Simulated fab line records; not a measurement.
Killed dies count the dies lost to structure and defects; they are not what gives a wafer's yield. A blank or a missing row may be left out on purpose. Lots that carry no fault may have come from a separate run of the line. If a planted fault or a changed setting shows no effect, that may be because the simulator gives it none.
One fault through the eyes of 2 desks + flow sky130 + numbers are kept per desk, each desk with only its own; the story behind them comes last

DESK OF THE TOOL OWNER: pecvd-03
The tool's own readings at SKY_CONTACT_CVD_00 (deposits Si3N4, target thk 75 nm): means of the sampled wafers that have a number, for each lot that ran on this tool. A lot is out of limits, marked OUT, if its mean lies more than 4 standard deviations from the usual mean; the brackets give that distance.
Columns: A = heaterPowerW at SKY_CONTACT_CVD_00, usual 713 W
| lot  | first seen here | A   |
|------|-----------------|-----|
| L781 | day 31 12:48    | 705 |
| L784 | day 32 13:27    | 705 |
| L785 | day 32 19:47    | 724 |
| L786 | day 33 16:34    | 676 |
| L795 | day 35 22:44    | 684 |
| L796 | day 36 16:16    | 741 |
This desk's verdict: no lot among the 6 shows anything out of limits.

METROLOGY DESK
Means of the sampled wafers that have a number, per lot and without regard to the tool the lot ran on: this is what the gauges read. A lot is out of limits, marked OUT, if its mean lies more than 4 standard deviations from the usual mean; the brackets give that distance.
Columns: A = cdNm at SKY_LOCAL_INTERCONNECT_CD_MEAS_11, usual 169.9 nm; B = CONTACT_CVD_00_THK at SKY_CONTACT_THK_MEAS_01, usual 75.2 nm; C = cdNm at SKY_CONTACT_CD_MEAS_14, usual 170.5 nm; D = CONTACT_OVL at SKY_CONTACT_OVL_MEAS_15, usual -4 nm
| lot  | first seen here | A     | B               | C     | D   |
|------|-----------------|-------|-----------------|-------|-----|
| L778 | day 30 10:12    | 169.9 | 76.3            | 173.2 | -8  |
| L781 | day 31 11:54    | 168.6 | 76.0            | 172.1 | -2  |
| L780 | day 31 13:48    | 171.6 | 76.5            | 171.8 | -10 |
| L783 | day 32 08:03    | 168.8 | 74.4            | 169.6 | -1  |
| L784 | day 32 12:32    | 170.5 | 75.7            | 171.9 | -1  |
| L785 | day 32 18:56    | 170.3 | 77.0            | 170.7 | -3  |
| L786 | day 33 15:44    | 172.6 | 74.9            | 169.7 | -2  |
| L795 | day 35 21:53    | 171.0 | 79.2            | 169.8 | -2  |
| L796 | day 36 15:23    | 169.7 | 80.9 (+5.7) OUT | 171.4 | 2   |
| L797 | day 36 19:20    | 168.7 | 74.8            | 171.7 | -9  |
| L799 | day 37 17:29    | 170.0 | 75.2            | 170.6 | -3  |
| L801 | day 38 08:44    | 169.0 | 75.3            | 169.2 | 0   |
This desk's result: L796 out of limits, first on L796 (CONTACT_CVD_00_THK at SKY_CONTACT_THK_MEAS_01), day 36 16:19. In limits: L778, L781, L780, L783, L784, L785, L786, L795, L797, L799, L801.

TAKEN TOGETHER
An alarm was possible from the metrology desk at day 36 16:19, on L796.
The desk of the tool owner found nothing out of limits.
On record at the tool owner's desk: L796, within its limits.
Of the lots named, all ran SKY_CONTACT_CVD_00 on pecvd-03.

WHAT THE SIMULATOR HAD PUT IN
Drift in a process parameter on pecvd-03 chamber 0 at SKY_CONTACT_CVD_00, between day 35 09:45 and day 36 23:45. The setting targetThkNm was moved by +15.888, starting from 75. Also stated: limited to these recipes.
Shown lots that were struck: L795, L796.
Time in hours between the start of the fault and the first out-of-limits reading at each desk: metrology desk, 31.
